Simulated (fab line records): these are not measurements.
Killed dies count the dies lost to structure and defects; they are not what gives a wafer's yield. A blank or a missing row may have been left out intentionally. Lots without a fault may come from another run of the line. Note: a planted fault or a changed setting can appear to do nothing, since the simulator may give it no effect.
The tool behind it: which one? :: flow sfq_line :: Sampling: 14 lots, 42 wafers, 4 of 325 route steps

WHAT EACH GAUGE READ, for each wafer
SFQ_I0_OVL_MEAS_908.
lot: L929
measured: day 13 18:08
on: overlay-01
I0_OVL (nm): -1 1 1

lot: L930
measured: day 13 21:45
on: overlay-02
I0_OVL (nm): -7 -2 0

lot: L931
measured: day 16 13:22
on: overlay-01
I0_OVL (nm): -2 -7 1

lot: L933
measured: day 17 13:29
on: overlay-02
I0_OVL (nm): -2 0 -9

lot: L937
measured: day 18 03:52
on: overlay-01
I0_OVL (nm): -2 -2 11

lot: L938
measured: day 18 08:40
on: overlay-02
I0_OVL (nm): 1 -1 -7

lot: L940
measured: day 18 13:28
on: overlay-02
I0_OVL (nm): -8 -1 0

lot: L942
measured: day 18 17:04
on: overlay-02
I0_OVL (nm): -11 -12 -10

lot: L943
measured: day 18 20:40
on: overlay-01
I0_OVL (nm): -2 -1 -3

lot: L946
measured: day 19 03:52
on: overlay-02
I0_OVL (nm): -13 0 -9

lot: L948
measured: day 19 07:28
on: overlay-01
I0_OVL (nm): -7 5 3

lot: L949
measured: day 19 09:52
on: overlay-02
I0_OVL (nm): -15 -10 -11

lot: L950
measured: day 19 17:04
on: overlay-01
I0_OVL (nm): 10 -6 3

lot: L951
measured: day 19 19:28
on: overlay-02
I0_OVL (nm): -10 -6 -12

SFQ_I4_BOW_MEAS_927.
lot: L929
measured: day 37 06:53
on: film_metro-01
I4_BOW (um): -13 -17 -17

lot: L930
measured: day 37 08:37
on: film_metro-02
I4_BOW (um): -11 3 5

lot: L931
measured: day 37 14:37
on: film_metro-01
I4_BOW (um): 0 -10 3

lot: L933
measured: day 38 08:35
on: film_metro-01
I4_BOW (um): -1 -5 -2

lot: L937
measured: day 44 11:00
on: film_metro-01
I4_BOW (um): 7 6 -5

lot: L938
measured: day 45 18:53
on: film_metro-01
I4_BOW (um): 4 -3 -4

lot: L940
measured: day 46 18:53
on: film_metro-01
I4_BOW (um): 25 6 4

lot: L942
measured: day 49 18:24
on: film_metro-03
I4_BOW (um): -1 15 9

lot: L943
measured: day 49 20:12
on: film_metro-02
I4_BOW (um): -6 -6 6

lot: L946
measured: day 50 00:24
on: film_metro-02
I4_BOW (um): 1 -10 5

lot: L948
measured: day 50 03:25
on: film_metro-02
I4_BOW (um): 13 3 10

lot: L949
measured: day 50 05:13
on: film_metro-03
I4_BOW (um): 7 7 12

lot: L950
measured: day 50 16:06
on: film_metro-03
I4_BOW (um): 4 -10 0

lot: L951
measured: day 55 01:11
on: film_metro-03
I4_BOW (um): -1 -15 -5

WHICH TOOL RAN EACH LOT (tool, then ch and the chambers of the sampled wafers, then the start)
lot: L929
SFQ_TRILAYER_M1_LITHO_PEB_042: litho_track-03 ch 0, day 16 18:57
SFQ_TRILAYER_M3_BARC_OPEN_METAL_ETCH_100: rie_metal-03 ch 0,1, day 29 17:05

lot: L930
SFQ_TRILAYER_M1_LITHO_PEB_042: litho_track-03 ch 0, day 16 20:10
SFQ_TRILAYER_M3_BARC_OPEN_METAL_ETCH_100: rie_metal-01 ch 0,1, day 29 18:17

lot: L931
SFQ_TRILAYER_M1_LITHO_PEB_042: litho_track-03 ch 0, day 16 22:34
SFQ_TRILAYER_M3_BARC_OPEN_METAL_ETCH_100: rie_metal-02 ch 0,1, day 29 20:37

lot: L933
SFQ_TRILAYER_M1_LITHO_PEB_042: litho_track-01 ch 0, day 17 16:50
SFQ_TRILAYER_M3_BARC_OPEN_METAL_ETCH_100: rie_metal-01 ch 0,1, day 30 19:54

lot: L937
SFQ_TRILAYER_M1_LITHO_PEB_042: litho_track-02, day 18 07:32
SFQ_TRILAYER_M3_BARC_OPEN_METAL_ETCH_100: rie_metal-01 ch 0, day 33 16:13

lot: L938
SFQ_TRILAYER_M1_LITHO_PEB_042: litho_track-03, day 18 12:29
SFQ_TRILAYER_M3_BARC_OPEN_METAL_ETCH_100: rie_metal-02 ch 0,1, day 38 20:37

lot: L940
SFQ_TRILAYER_M1_LITHO_PEB_042: litho_track-03 ch 0, day 18 16:41
SFQ_TRILAYER_M3_BARC_OPEN_METAL_ETCH_100: rie_metal-02 ch 0,1, day 39 03:22

lot: L942
SFQ_TRILAYER_M1_LITHO_PEB_042: litho_track-02 ch 0, day 18 23:06
SFQ_TRILAYER_M3_BARC_OPEN_METAL_ETCH_100: rie_metal-02 ch 0,1, day 44 07:05

lot: L943
SFQ_TRILAYER_M1_LITHO_PEB_042: litho_track-02 ch 0, day 19 00:18
SFQ_TRILAYER_M3_BARC_OPEN_METAL_ETCH_100: rie_metal-03 ch 0,1, day 44 08:17

lot: L946
SFQ_TRILAYER_M1_LITHO_PEB_042: litho_track-03 ch 0, day 19 08:22
SFQ_TRILAYER_M3_BARC_OPEN_METAL_ETCH_100: rie_metal-03 ch 0,1, day 44 17:53

lot: L948
SFQ_TRILAYER_M1_LITHO_PEB_042: litho_track-02 ch 0, day 19 10:47
SFQ_TRILAYER_M3_BARC_OPEN_METAL_ETCH_100: rie_metal-03 ch 0,1, day 44 21:29

lot: L949
SFQ_TRILAYER_M1_LITHO_PEB_042: litho_track-03 ch 0, day 19 13:11
SFQ_TRILAYER_M3_BARC_OPEN_METAL_ETCH_100: rie_metal-02 ch 0,1, day 44 22:41

lot: L950
SFQ_TRILAYER_M1_LITHO_PEB_042: litho_track-03 ch 0, day 19 20:17
SFQ_TRILAYER_M3_BARC_OPEN_METAL_ETCH_100: rie_metal-01 ch 0,1, day 45 01:05

lot: L951
SFQ_TRILAYER_M1_LITHO_PEB_042: litho_track-02 ch 0, day 19 23:17
SFQ_TRILAYER_M3_BARC_OPEN_METAL_ETCH_100: rie_metal-03 ch 0,1, day 45 03:29
- SFQ_TRILAYER_M1_LITHO_PEB_042: peb time 60 s.
- SFQ_TRILAYER_M3_BARC_OPEN_METAL_ETCH_100: etches BARC in O2, target depth 125 nm, time 41.7 s.

WHAT THE TOOLS THEMSELVES READ (means of the sampled wafers that have a number; where no wafer has one, the mark that the record gives instead)
SFQ_TRILAYER_M1_LITHO_PEB_042.
lot: L929
tool: litho_track-03
chill_plate_temp_C (C): 22.97
exhaust_pa (Pa): 45.9
resist_line_temp_C (C): 22.99

lot: L930
tool: litho_track-03
chill_plate_temp_C (C): 23.18
exhaust_pa (Pa): 44.1
resist_line_temp_C (C): 23.01

lot: L931
tool: litho_track-03
chill_plate_temp_C (C): 22.99
exhaust_pa (Pa): 46.1
resist_line_temp_C (C): 23.15

lot: L933
tool: litho_track-01
chill_plate_temp_C (C): 22.81
exhaust_pa (Pa): 45.3
resist_line_temp_C (C): 23.09

lot: L937
tool: litho_track-02
chill_plate_temp_C (C): -
exhaust_pa (Pa): -
resist_line_temp_C (C): -

lot: L938
tool: litho_track-03
chill_plate_temp_C (C): -
exhaust_pa (Pa): -
resist_line_temp_C (C): -

lot: L940
tool: litho_track-03
chill_plate_temp_C (C): 23.01
exhaust_pa (Pa): 44.8
resist_line_temp_C (C): 23.03

lot: L942
tool: litho_track-02
chill_plate_temp_C (C): 22.88
exhaust_pa (Pa): 45.2
resist_line_temp_C (C): 22.95

lot: L943
tool: litho_track-02
chill_plate_temp_C (C): 22.97
exhaust_pa (Pa): 44.5
resist_line_temp_C (C): 22.85

lot: L946
tool: litho_track-03
chill_plate_temp_C (C): 23.04
exhaust_pa (Pa): 44.2
resist_line_temp_C (C): 22.88

lot: L948
tool: litho_track-02
chill_plate_temp_C (C): 23.09
exhaust_pa (Pa): 44.4
resist_line_temp_C (C): 22.90

lot: L949
tool: litho_track-03
chill_plate_temp_C (C): 23.12
exhaust_pa (Pa): 44.3
resist_line_temp_C (C): 22.91

lot: L950
tool: litho_track-03
chill_plate_temp_C (C): 22.98
exhaust_pa (Pa): 45.0
resist_line_temp_C (C): 22.85

lot: L951
tool: litho_track-02
chill_plate_temp_C (C): 22.94
exhaust_pa (Pa): 45.1
resist_line_temp_C (C): 23.01

SFQ_TRILAYER_M3_BARC_OPEN_METAL_ETCH_100.
lot: L929
tool: rie_metal-03
drypump_motor_current_A (A): 6.0
he_backside_leak_sccm (sccm): 3.58
oes_product_au (a.u.): 0.684

lot: L930
tool: rie_metal-01
drypump_motor_current_A (A): 5.7
he_backside_leak_sccm (sccm): 3.46
oes_product_au (a.u.): 0.687

lot: L931
tool: rie_metal-02
drypump_motor_current_A (A): 5.6
he_backside_leak_sccm (sccm): 3.41
oes_product_au (a.u.): 0.685

lot: L933
tool: rie_metal-01
drypump_motor_current_A (A): 5.7
he_backside_leak_sccm (sccm): 3.46
oes_product_au (a.u.): 0.689

lot: L937
tool: rie_metal-01
drypump_motor_current_A (A): 5.8
he_backside_leak_sccm (sccm): 3.82
oes_product_au (a.u.): 0.689

lot: L938
tool: rie_metal-02
drypump_motor_current_A (A): 5.6
he_backside_leak_sccm (sccm): 3.54
oes_product_au (a.u.): 0.684

lot: L940
tool: rie_metal-02
drypump_motor_current_A (A): 6.1
he_backside_leak_sccm (sccm): 3.51
oes_product_au (a.u.): 0.680

lot: L942
tool: rie_metal-02
drypump_motor_current_A (A): 6.1
he_backside_leak_sccm (sccm): 3.45
oes_product_au (a.u.): 0.683

lot: L943
tool: rie_metal-03
drypump_motor_current_A (A): 6.1
he_backside_leak_sccm (sccm): 3.45
oes_product_au (a.u.): 0.687

lot: L946
tool: rie_metal-03
drypump_motor_current_A (A): 5.8
he_backside_leak_sccm (sccm): 3.38
oes_product_au (a.u.): 0.689

lot: L948
tool: rie_metal-03
drypump_motor_current_A (A): 6.1
he_backside_leak_sccm (sccm): 3.57
oes_product_au (a.u.): 0.687

lot: L949
tool: rie_metal-02
drypump_motor_current_A (A): 6.1
he_backside_leak_sccm (sccm): 3.42
oes_product_au (a.u.): 0.689

lot: L950
tool: rie_metal-01
drypump_motor_current_A (A): 5.8
he_backside_leak_sccm (sccm): 3.36
oes_product_au (a.u.): 0.684

lot: L951
tool: rie_metal-03
drypump_motor_current_A (A): 5.8
he_backside_leak_sccm (sccm): 3.37
oes_product_au (a.u.): 0.685

THE ANSWER, worked out from the rows above alone
Rule: usual is defined by the lots themselves. The widest of any qualifying gaps counts: lots, ordered by their means at a reading, are off when they make up no more than a third of the lots, leave a main group of 4 or more, and stand apart from it by 3 or more times the standard deviation of that group's means. If all means in a main group match to the digits the tables above print for the reading, that group is not used. A lot without any number at a reading at which 4 lots or more have one is off too. All remaining lots with rows at the step are treated as sound. After the gauges, taken in route order, come the tools' own readings; for these a lot's mean is taken, as printed above. At the first step where some lot is off, the reading lying furthest off is the one used; lots without a number count as furthest.
Off: L937, L938 (SFQ_TRILAYER_M1_LITHO_PEB_042, chill_plate_temp_C). Without a number there: L937, L938. For the main group the mean is 23.00 C and the standard deviation 0.097.
If a tool, at that step or one of the process steps before it, ran each lot that is off and ran no sound lot following the first of them, it fits. No candidate that was tried fits.

WHAT THE SIMULATOR PUT IN
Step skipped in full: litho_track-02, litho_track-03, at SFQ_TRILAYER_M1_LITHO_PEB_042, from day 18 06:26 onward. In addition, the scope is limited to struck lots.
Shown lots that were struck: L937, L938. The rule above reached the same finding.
